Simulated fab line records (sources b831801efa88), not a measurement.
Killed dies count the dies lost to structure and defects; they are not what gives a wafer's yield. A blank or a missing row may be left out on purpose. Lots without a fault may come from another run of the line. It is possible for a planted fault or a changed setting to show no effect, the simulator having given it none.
fab line records	flow sky130
record: lots: 7	wafers: 21	lastDay: 49
route steps=708 shown METAL2@483 PAD_OPEN@708
lots with no fault: from the same line, run without faults
startH: hours from the record's opening day to when the first of the lot's shown wafers began	waitH: hours from the lot's prior step to this one	" repeats the value in the row above	L1.1+2: a single row standing in for several wafers	- no value, or no start given	* or withheld: withheld	< > ~ a bound
route shown NAME@n: names a module that has steps shown in the file, with the first one's number in the route	usual: mean/standard deviation taken from wafers without a fault	same: alike in all rows	chamber/n: place in a boat	sites: each site's reading	_std_site: their standard deviation	_edge_site: outer sites' mean less inner sites'	radiusMm: how far each site lies from the wafer's centre	mask NAME#n: copy n	behind: the most recent tool/chamber to have shaped the wafer	hold: why the lot was held/for how many hours/how that ended	device: whichever transistor did not switch (one of n, p or np)	end of line: the tests these same wafers got at the end of their route	where a step has no rows: the recipe by itself	killed: at the first sort, the dies lost to defects and structure; wafer yield is something else	map: dies across one wafer; x = killed, . = not, _ = none there
set.NAME: setting as actually run; set.NAME@STEP: the setting as run at that earlier step	model.NAME: the simulator's own value behind a step, which no gauge read
certain route steps with their lots: each step a table, each wafer a row
services: from which hour (startH, from the record's first day; less than 0 if before it) a tool's chamber was out of use, for how many hours, and why
== steps ==
step: SKY_METAL2_SPUTTER_00
recipe: material: Ti	targetThkNm: 15	powerW: 3000	timeS: 10	chamberPressurePa: 0.4
usual: throttleValvePct: 29.7/1.4
lot.wafer	tool	chamber	startH	waitH	throttleValvePct
L815.2	pvdSputter-04	-	802.63	0.2	32.0
L815.5	"	-	"	"	29.4
L815.6	"	-	"	"	28.7
L816.1	pvdSputter-04	-	808.36	0.1	29.2
L816.2	"	-	"	"	28.5
L816.6	"	-	"	"	28.5
L818.1	pvdSputter-04	-	838.29	0.2	28.7
L818.2	"	-	"	"	32.2
L818.3	"	-	"	"	28.6
L819.2	pvdSputter-02	-	842.96	0.1	30.7
L819.4	"	-	"	"	29.3
L819.6	"	-	"	"	28.3
L821.1	pvdSputter-02	-	854.08	0.1	28.5
L821.3	"	-	"	"	29.3
L821.5	"	-	"	"	28.4
L833.1	pvdSputter-04	-	934.21	0.2	28.3
L833.3	"	-	"	"	28.5
L833.5	"	-	"	"	29.6
L835.1	pvdSputter-04	-	942.97	0.2	28.8
L835.3	"	-	"	"	29.6
L835.5	"	-	"	"	28.5
step: SKY_METAL2_SPUTTER_01
recipe: material: TiN	targetThkNm: 20	powerW: 6500	timeS: 16.7	chamberPressurePa: 0.4
usual: throttleValvePct: 29.6/1.4
lot.wafer	tool	chamber	startH	waitH	throttleValvePct
L815.2	pvdSputter-04	-	802.65	0.0	32.3
L815.5	"	-	"	"	29.3
L815.6	"	-	"	"	28.4
L816.1	pvdSputter-04	-	808.38	0.0	29.0
L816.2	"	-	"	"	28.7
L816.6	"	-	"	"	28.4
L818.1	pvdSputter-04	-	838.31	0.0	28.5
L818.2	"	-	"	"	32.2
L818.3	"	-	"	"	28.6
L819.2	pvdSputter-02	-	842.98	0.0	30.7
L819.4	"	-	"	"	28.9
L819.6	"	-	"	"	28.6
L821.1	pvdSputter-02	-	854.10	0.0	28.5
L821.3	"	-	"	"	29.2
L821.5	"	-	"	"	28.7
L833.1	pvdSputter-04	-	934.23	0.0	28.5
L833.3	"	-	"	"	28.6
L833.5	"	-	"	"	29.4
L835.1	pvdSputter-04	-	942.99	0.0	28.5
L835.3	"	-	"	"	29.4
L835.5	"	-	"	"	28.4
step: SKY_METAL2_SPUTTER_02
recipe: material: AlCu	targetThkNm: 250	powerW: 10600	timeS: 13.3	chamberPressurePa: 0.4
usual: throttleValvePct: 29.6/1.4
lot.wafer	tool	chamber	startH	waitH	throttleValvePct
L815.2	pvdSputter-04	-	802.68	0.0	32.3
L815.5	"	-	"	"	29.3
L815.6	"	-	"	"	28.5
L816.1	pvdSputter-04	-	808.40	0.0	29.6
L816.2	"	-	"	"	28.4
L816.6	"	-	"	"	28.4
L818.1	pvdSputter-04	-	838.34	0.0	28.4
L818.2	"	-	"	"	32.3
L818.3	"	-	"	"	28.3
L819.2	pvdSputter-02	-	843.01	0.0	30.7
L819.4	"	-	"	"	29.3
L819.6	"	-	"	"	28.5
L821.1	pvdSputter-02	-	854.13	0.0	28.6
L821.3	"	-	"	"	29.1
L821.5	"	-	"	"	28.8
L833.1	pvdSputter-04	-	934.26	0.0	28.3
L833.3	"	-	"	"	28.5
L833.5	"	-	"	"	29.4
L835.1	pvdSputter-04	-	943.02	0.0	28.8
L835.3	"	-	"	"	29.5
L835.5	"	-	"	"	28.3
step: SKY_METAL2_SPUTTER_03
recipe: material: Ti	targetThkNm: 5	powerW: 3000	timeS: 3.3	chamberPressurePa: 0.4
step: SKY_METAL2_SPUTTER_04
recipe: material: TiN	targetThkNm: 70	powerW: 6500	timeS: 58.3	chamberPressurePa: 0.4
usual: throttleValvePct: 29.6/1.4
lot.wafer	tool	chamber	startH	waitH	throttleValvePct
L815.2	pvdSputter-04	-	802.72	0.0	32.1
L815.5	"	-	"	"	29.6
L815.6	"	-	"	"	28.5
L816.1	pvdSputter-04	-	808.45	0.0	29.6
L816.2	"	-	"	"	28.5
L816.6	"	-	"	"	28.3
L818.1	pvdSputter-04	-	838.38	0.0	28.4
L818.2	"	-	"	"	31.8
L818.3	"	-	"	"	28.5
L819.2	pvdSputter-02	-	843.05	0.0	30.8
L819.4	"	-	"	"	29.4
L819.6	"	-	"	"	28.6
L821.1	pvdSputter-02	-	854.17	0.0	28.7
L821.3	"	-	"	"	29.3
L821.5	"	-	"	"	28.9
L833.1	pvdSputter-04	-	934.30	0.0	28.5
L833.3	"	-	"	"	28.5
L833.5	"	-	"	"	29.4
L835.1	pvdSputter-04	-	943.06	0.0	28.5
L835.3	"	-	"	"	29.3
L835.5	"	-	"	"	28.6
step: SKY_METAL2_RS_MEAS_05
recipe: thkMeasGauge: four-point-probe	reads: TiN_of_METAL2_SPUTTER_04+Ti_of_METAL2_SPUTTER_03+AlCu_of_METAL2_SPUTTER_02+TiN_of_METAL2_SPUTTER_01+Ti_of_METAL2_SPUTTER_00
usual: METAL2_ALCU_RS: 0.1270/0.0014
lot.wafer	tool	chamber	startH	waitH	METAL2_ALCU_RS[ohm/sq]
L815.2	filmMetro-04	-	802.79	0.0	0.1271
L815.5	"	-	"	"	0.1267
L815.6	"	-	"	"	0.1287
L816.1	filmMetro-01	-	808.50	0.0	0.1278
L816.2	"	-	"	"	0.1292
L816.6	"	-	"	"	0.1291
L818.1	filmMetro-01	-	838.43	0.0	0.1275
L818.2	"	-	"	"	0.1273
L818.3	"	-	"	"	0.1271
L819.2	filmMetro-04	-	843.12	0.0	0.1267
L819.4	"	-	"	"	0.1248
L819.6	"	-	"	"	0.1256
L821.1	filmMetro-01	-	854.22	0.0	0.1265
L821.3	"	-	"	"	0.1264
L821.5	"	-	"	"	0.1276
L833.1	filmMetro-03	-	934.35	0.0	0.1271
L833.3	"	-	"	"	0.1292
L833.5	"	-	"	"	0.1266
L835.1	filmMetro-03	-	943.11	0.0	0.1279
L835.3	"	-	"	"	0.1261
L835.5	"	-	"	"	0.1258
step: SKY_METAL2_THK_MEAS_06
recipe: thkMeasGauge: xrf	reads: AlCu_of_METAL2_SPUTTER_02
usual: METAL2_ALCU_THK: 245/3.1
lot.wafer	tool	chamber	startH	waitH	METAL2_ALCU_THK[nm]
L815.2	filmMetro-04	-	802.90	0.1	247
L815.5	"	-	"	"	247
L815.6	"	-	"	"	244
L816.1	filmMetro-01	-	808.62	0.1	240
L816.2	"	-	"	"	241
L816.6	"	-	"	"	241
L818.1	filmMetro-01	-	838.55	0.1	244
L818.2	"	-	"	"	245
L818.3	"	-	"	"	245
L819.2	filmMetro-04	-	843.23	0.1	246
L819.4	"	-	"	"	250
L819.6	"	-	"	"	246
L821.1	filmMetro-01	-	854.34	0.1	244
L821.3	"	-	"	"	243
L821.5	"	-	"	"	244
L833.1	filmMetro-03	-	934.47	0.1	248
L833.3	"	-	"	"	243
L833.5	"	-	"	"	250
L835.1	filmMetro-03	-	943.23	0.1	244
L835.3	"	-	"	"	248
L835.5	"	-	"	"	247
step: SKY_METAL2_DEHYDRATE_07
recipe: tempC: 200	timeS: 60
step: SKY_METAL2_HMDS_08
recipe: primeTimeS: 60	primeTempC: 120
step: SKY_METAL2_COAT_09
recipe: resist: BARC	tempC: withheld	timeS: withheld	spinRpm: 3000	resistThkNm: 60
step: SKY_METAL2_COAT_10
recipe: resist: KrF-thick	spinRpm: 3000	resistThkNm: 450
step: SKY_METAL2_SOFTBAKE_11
recipe: tempC: 100	timeS: 90	resist: KrF-thick
step: SKY_METAL2_EXPOSE_12
recipe: maskId: MM2	na: 0.8	sourceShape: annular	sigmaInner: 0.55	sigmaOuter: 0.85	targetCdNm: 140	doseMj: 28
lot.wafer	tool	chamber	startH	waitH	mask
L815.2+5+6	krfScanner-02	0	817.34	-	MM2#0
L816.1+2+6	krfScanner-02	0	822.46	-	MM2#0
L818.1+2+3	krfScanner-02	0	851.70	-	MM2#0
L819.2+4+6	krfScanner-02	0	855.43	-	MM2#0
L821.1+3+5	krfScanner-02	0	867.87	-	MM2#0
L833.1+3+5	krfScanner-02	0	946.60	-	MM2#0
L835.1+3+5	krfScanner-01	0	955.68	-	MM2#0
step: SKY_METAL2_PEB_13
recipe: pebTempC: withheld	pebTimeS: withheld	resist: KrF-thick
step: SKY_METAL2_DEVELOP_14
recipe: developTimeS: 60	resist: KrF-thick	devTempC: 21
step: SKY_METAL2_CD_MEAS_15
recipe: targetCdNm: 140
usual: cdNm: 139.4/1.3
lot.wafer	tool	chamber	startH	waitH	cdNm
L815.2	cdSem-01	-	830.39	-	141.6
L815.5	"	-	"	"	139.6
L815.6	"	-	"	"	141.0
L816.1	cdSem-02	-	835.35	-	139.8
L816.2	"	-	"	"	139.9
L816.6	"	-	"	"	139.5
L818.1	cdSem-01	-	864.96	-	141.3
L818.2	"	-	"	"	141.7
L818.3	"	-	"	"	-
L819.2	cdSem-02	-	869.04	-	138.7
L819.4	"	-	"	"	-
L819.6	"	-	"	"	140.1
L821.1	cdSem-02	-	880.71	-	137.4
L821.3	"	-	"	"	-
L821.5	"	-	"	"	137.2
L833.1	cdSem-01	-	958.45	-	141.1
L833.3	"	-	"	"	141.5
L833.5	"	-	"	"	141.7
L835.1	cdSem-01	-	967.37	-	140.2
L835.3	"	-	"	"	138.9
L835.5	"	-	"	"	141.0
step: SKY_METAL2_OVL_MEAS_16
usual: METAL2_OVL: -1/4.8
lot.wafer	tool	chamber	startH	waitH	METAL2_OVL[nm]
L815.2	overlay-01	-	830.50	0.1	2
L815.5	"	-	"	"	-3
L815.6	"	-	"	"	6
L816.1	overlay-02	-	835.47	0.1	-3
L816.2	"	-	"	"	3
L816.6	"	-	"	"	3
L818.1	overlay-01	-	865.08	0.1	-1
L818.2	"	-	"	"	-4
L818.3	"	-	"	"	-
L819.2	overlay-02	-	869.15	0.1	-3
L819.4	"	-	"	"	-
L819.6	"	-	"	"	-7
L821.1	overlay-02	-	880.83	0.1	-1
L821.3	"	-	"	"	-
L821.5	"	-	"	"	2
L833.1	overlay-01	-	958.57	0.1	-6
L833.3	"	-	"	"	0
L833.5	"	-	"	"	-5
L835.1	overlay-01	-	967.49	0.1	9
L835.3	"	-	"	"	0
L835.5	"	-	"	"	6
step: SKY_METAL2_DESCUM_17
recipe: chemistry: O2	sourcePowerW: 150	biasPowerW: 0	pressureMtorr: 10	tempC: 40	timeS: 8
usual: drypumpMotorCurrentA: 6.2/0.34	oesProductAu: 1.007/0.0093
same: biasPowerW: 0
lot.wafer	tool	chamber	startH	waitH	drypumpMotorCurrentA	oesProductAu	rfHoursCounterH
L815.2	rieMetal-01	0	830.53	0.0	6.3	1.012	8
L815.5	"	0	"	"	6.2	1.013	-
L815.6	"	1	"	"	5.9	1.003	-
L816.1	rieMetal-02	0	835.51	0.0	6.3	1.020	16
L816.2	"	0	"	"	6.3	1.005	-
L816.6	"	0	"	"	6.3	1.016	-
L818.1	rieMetal-04	0	865.11	0.0	5.7	1.018	7
L818.2	"	0	"	"	5.7	1.010	-
L818.3	"	0	"	"	5.7	1.008	-
L819.2	rieMetal-04	0	869.19	0.0	5.7	1.011	-
L819.4	"	0	"	"	5.6	1.008	-
L819.6	"	0	"	"	5.7	1.012	-
L821.1	rieMetal-04	1	880.86	0.0	6.5	0.997	0
L821.3	"	1	"	"	6.5	1.001	-
L821.5	"	0	"	"	5.7	1.008	-
L833.1	rieMetal-04	1	958.61	0.0	6.5	1.003	4
L833.3	"	1	"	"	6.5	1.001	-
L833.5	"	0	"	"	5.7	1.015	-
L835.1	rieMetal-01	0	967.53	0.0	6.2	1.017	14
L835.3	"	0	"	"	6.2	1.016	-
L835.5	"	0	"	"	6.2	1.022	-
step: SKY_PAD_OPEN_PROBE_99
usual: defectLimitedYield: 82.6/1.9	killed_at_M0_to_M3: 42/7.1	killed_at_M4_up: 3.3/1.9	killedAtContacts: 24/5	killedAtFrontEnd: 15/4.7	killedAtOther: 0.3/0.61	killedDies: 86/9.6	killedOnRim: 17/3.8	killedOpen: 47/7.5	killedShort: 38/6.6	sort_bin_3_pad_short: 0.9/0.42	sort_bin_5_function: 10.2/1.5	sort_bin_6_memory: 6.3/1.1	sortNPass: 406/9.6	sortYieldPct: 82.6/1.9
same: grossDies: 492	killedAtBackSide: 0	sort_bin_4_leakage[%]: 0	sort_bin_8_speed[%]: 0
lot.wafer	tool	chamber	startH	waitH	defectLimitedYield[%]	killed_at_M0_to_M3	killed_at_M4_up	killedAtContacts	killedAtFrontEnd	killedAtOther	killedDies	killedOnRim	killedOpen	killedShort	sort_bin_3_pad_short[%]	sort_bin_5_function[%]	sort_bin_6_memory[%]	sortNPass	sortYieldPct[%]
L818.1	prober-02	-	1110.63	0.1	80.9	54	3	19	18	0	94	19	46	48	1.4	12.6	5.1	398	80.9
L818.2	prober-02	-	1110.68	0.1	84.3	34	3	26	14	0	77	15	53	24	0.6	9.6	5.5	415	84.3
L818.3	prober-02	-	1110.73	0.2	0	448	6	27	11	0	492	96	39	37	1.6	93.5	4.9	0	0
L819.2	prober-01	-	1115.09	0.1	84.1	50	4	16	8	0	78	16	50	28	0.8	10.6	4.5	414	84.1
L819.4	prober-01	-	1115.19	0.2	0	457	2	19	13	1	492	96	56	41	0.6	92.1	7.3	0	0
L819.6	prober-01	-	1115.29	0.2	82.3	41	3	33	10	0	87	14	46	41	1.0	9.6	7.1	405	82.3
L821.1	prober-02	-	1124.34	0.1	86.2	33	0	25	10	0	68	10	44	24	0.2	7.1	6.5	424	86.2
L821.3	prober-02	-	1124.44	0.2	0	452	1	23	16	0	492	96	44	30	1.6	92.7	5.7	0	0
L821.5	prober-02	-	1124.54	0.2	81.9	45	3	28	12	1	89	22	49	39	1.0	11.2	5.9	403	81.9
L833.1	prober-01	-	1181.24	0.1	82.1	42	2	29	14	1	88	14	50	35	1.0	10.6	6.3	404	82.1
L833.3	prober-01	-	1181.34	0.2	83.1	46	3	16	17	1	83	18	39	40	1.0	9.3	6.5	409	83.1
L833.5	prober-01	-	1181.44	0.2	85.2	31	2	25	14	1	73	13	38	33	1.0	9.1	4.7	419	85.2
killed by level:class
L818.1 CONTACT:geometricParticle:open=11 METAL1:geometricParticle:short=10 VIA1:geometricParticle:short=9 VIA2:geometricParticle:short=6 VIA1:geometricParticle:open=6 VIA2:geometricParticle:open=6 LI_CONTACT:geometricParticle:open=5 METAL2:geometricParticle:short=5
L818.2 LI_CONTACT:geometricParticle:open=9 VIA1:geometricParticle:open=9 CONTACT:geometricParticle:open=8 POLY_GATE:geometricParticle:open=4 LOCAL_INTERCONNECT:geometricParticle:short=4 METAL2:geometricParticle:open=4 VIA2:geometricParticle:short=4 VIA2:geometricParticle:open=4
L818.3 METAL2:areaExpose=416 CONTACT:geometricParticle:open=13 METAL1:geometricParticle:short=7 VIA1:geometricParticle:open=7 CONTACT:geometricParticle:short=6 POLY_GATE:geometricParticle:open=4 VIA1:geometricParticle:short=4 FIELD_ISO:geometricParticle:open=3
L819.2 VIA2:geometricParticle:open=10 VIA1:geometricParticle:open=10 CONTACT:geometricParticle:open=8 VIA3:geometricParticle:open=8 VIA2:geometricParticle:short=5 METAL1:geometricParticle:short=4 METAL3:geometricParticle:short=4 LI_CONTACT:geometricParticle:open=3
L819.4 METAL2:areaExpose=395 VIA1:geometricParticle:open=15 VIA2:geometricParticle:open=10 CONTACT:geometricParticle:open=9 VIA3:geometricParticle:open=9 METAL2:geometricParticle:short=7 METAL1:geometricParticle:short=5 VIA1:geometricParticle:short=5
L819.6 CONTACT:geometricParticle:open=14 VIA1:geometricParticle:open=9 VIA2:geometricParticle:open=7 METAL3:geometricParticle:short=7 LI_CONTACT:geometricParticle:open=6 CONTACT:geometricParticle:short=6 LOCAL_INTERCONNECT:geometricParticle:short=4 METAL1:geometricParticle:open=4
L821.1 CONTACT:geometricParticle:open=9 VIA3:geometricParticle:open=8 LI_CONTACT:geometricParticle:open=7 VIA1:geometricParticle:open=6 LOCAL_INTERCONNECT:geometricParticle:short=5 FIELD_ISO:geometricParticle:open=3 VIA2:geometricParticle:short=3 POLY_GATE:geometricParticle:open=3
L821.3 METAL2:areaExpose=418 CONTACT:geometricParticle:open=10 FIELD_ISO:geometricParticle:short=7 VIA1:geometricParticle:open=7 VIA3:geometricParticle:open=6 FIELD_ISO:geometricParticle:open=5 VIA2:geometricParticle:short=5 LI_CONTACT:geometricParticle:open=5
L821.5 LI_CONTACT:geometricParticle:open=10 VIA2:geometricParticle:open=9 VIA1:geometricParticle:open=9 CONTACT:geometricParticle:open=7 LI_CONTACT:geometricParticle:short=5 VIA1:geometricParticle:short=5 METAL1:geometricParticle:short=5 VIA3:geometricParticle:open=5
L833.1 CONTACT:geometricParticle:open=16 VIA1:geometricParticle:open=12 VIA2:geometricParticle:open=8 VIA1:geometricParticle:short=7 METAL1:geometricParticle:short=6 FIELD_ISO:geometricParticle:short=5 LI_CONTACT:geometricParticle:open=4 VIA3:geometricParticle:open=4
L833.3 METAL1:geometricParticle:short=11 VIA1:geometricParticle:open=11 LI_CONTACT:geometricParticle:open=7 VIA2:geometricParticle:open=6 VIA1:geometricParticle:short=5 FIELD_ISO:geometricParticle:short=4 METAL3:geometricParticle:short=4 FIELD_ISO:geometricParticle:open=3
L833.5 CONTACT:geometricParticle:open=10 LI_CONTACT:geometricParticle:open=8 VIA1:geometricParticle:short=6 VIA2:geometricParticle:open=6 FIELD_ISO:geometricParticle:short=5 VIA1:geometricParticle:open=5 CONTACT:geometricParticle:short=4 METAL1:geometricParticle:short=4
map L818.3 (x killed, . not)
__________xxxxxxxxxx_________
________xxxxxxxxxxxxxx_______
______xxxxxxxxxxxxxxxxxx_____
_____xxxxxxxxxxxxxxxxxxxx____
____xxxxxxxxxxxxxxxxxxxxxx___
___xxxxxxxxxxxxxxxxxxxxxxxx__
__xxxxxxxxxxxxxxxxxxxxxxxxxx_
_xxxxxxxxxxxxxxxxxxxxxxxxxxxx
_xxxxxxxxxxxxxxxxxxxxxxxxxxxx
_xxxxxxxxxxxxxxxxxxxxxxxxxxxx
_xxxxxxxxxxxxxxxxxxxxxxxxxxxx
_xxxxxxxxxxxxxxxxxxxxxxxxxxxx
_xxxxxxxxxxxxxxxxxxxxxxxxxxxx
_xxxxxxxxxxxxxxxxxxxxxxxxxxxx
_xxxxxxxxxxxxxxxxxxxxxxxxxxxx
__xxxxxxxxxxxxxxxxxxxxxxxxxx_
___xxxxxxxxxxxxxxxxxxxxxxxx__
____xxxxxxxxxxxxxxxxxxxxxx___
_____xxxxxxxxxxxxxxxxxxxx____
______xxxxxxxxxxxxxxxxxx_____
________xxxxxxxxxxxxxx_______
__________xxxxxxxxxx_________
map L819.4 (x killed, . not)
__________xxxxxxxxxx_________
________xxxxxxxxxxxxxx_______
______xxxxxxxxxxxxxxxxxx_____
_____xxxxxxxxxxxxxxxxxxxx____
____xxxxxxxxxxxxxxxxxxxxxx___
___xxxxxxxxxxxxxxxxxxxxxxxx__
__xxxxxxxxxxxxxxxxxxxxxxxxxx_
_xxxxxxxxxxxxxxxxxxxxxxxxxxxx
_xxxxxxxxxxxxxxxxxxxxxxxxxxxx
_xxxxxxxxxxxxxxxxxxxxxxxxxxxx
_xxxxxxxxxxxxxxxxxxxxxxxxxxxx
_xxxxxxxxxxxxxxxxxxxxxxxxxxxx
_xxxxxxxxxxxxxxxxxxxxxxxxxxxx
_xxxxxxxxxxxxxxxxxxxxxxxxxxxx
_xxxxxxxxxxxxxxxxxxxxxxxxxxxx
__xxxxxxxxxxxxxxxxxxxxxxxxxx_
___xxxxxxxxxxxxxxxxxxxxxxxx__
____xxxxxxxxxxxxxxxxxxxxxx___
_____xxxxxxxxxxxxxxxxxxxx____
______xxxxxxxxxxxxxxxxxx_____
________xxxxxxxxxxxxxx_______
__________xxxxxxxxxx_________
== services ==
tool	chamber	startH	hours	kind
pvdSputter-02	-	779.68	0.9	repair
krfScanner-02	-	792.30	0.2	repair
krfScanner-01	-	796.56	0.6	repair
pvdSputter-02	-	802.63	1.2	repair
krfScanner-02	-	803.82	1.6	repair
krfScanner-01	-	806.75	0.8	pm
krfScanner-01	-	809.73	1.0	pm
krfScanner-02	-	812.45	1.0	pm
krfScanner-01	-	820.16	8.6	repair
krfScanner-02	-	832.29	12.9	repair
krfScanner-01	-	839.62	0.2	repair
krfScanner-01	-	850.03	4.0	repair
krfScanner-02	-	858.23	1.0	repair
pvdSputter-02	-	862.50	4.1	repair
krfScanner-02	-	878.65	0.8	pm
rieMetal-04	-	884.57	1.2	repair
krfScanner-02	-	888.40	3.6	pm
krfScanner-02	-	904.27	1.3	pm
pvdSputter-04	-	909.22	0.7	repair
krfScanner-01	-	910.74	1.3	pm
rieMetal-02	-	918.40	0.3	repair
rieMetal-04	0	929.84	6.6	repair
krfScanner-01	-	935.50	3.6	pm
krfScanner-02	-	956.94	1.1	repair
== key ==
firstSign: step: SKY_METAL2_CD_MEAS_15	reading: cdNm	direction: missing
effect: step: SKY_METAL2_OVL_MEAS_16	reading: METAL2_OVL	direction: missing
effect: step: SKY_PAD_OPEN_PROBE_99	reading: killed_at_M0_to_M3	direction: up	sigmas: 58	usual: 42	struck: 452
moreKillsBornAt: SKY_METAL2_EXPOSE_12@krfScanner-02: 1229
metAt SKY_METAL2_EXPOSE_12
struckWafers L818.3,L819.4,L821.3
laterRowsLeftOut L818.3,L819.4,L821.3
onsetBetween 822.46 851.70
fault: kind: processParameterDrift	tool: krfScanner-02	chamber: -	onsetH: 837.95	steps: SKY_METAL2_EXPOSE_12	channel: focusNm	offset: 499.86	shape: step	endH: 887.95	scope: struckWafersOnly
laterRowsLeftOut: the simulator's readings of these wafers behind a module that went badly wrong aren't trusted and aren't shown, but for the sort
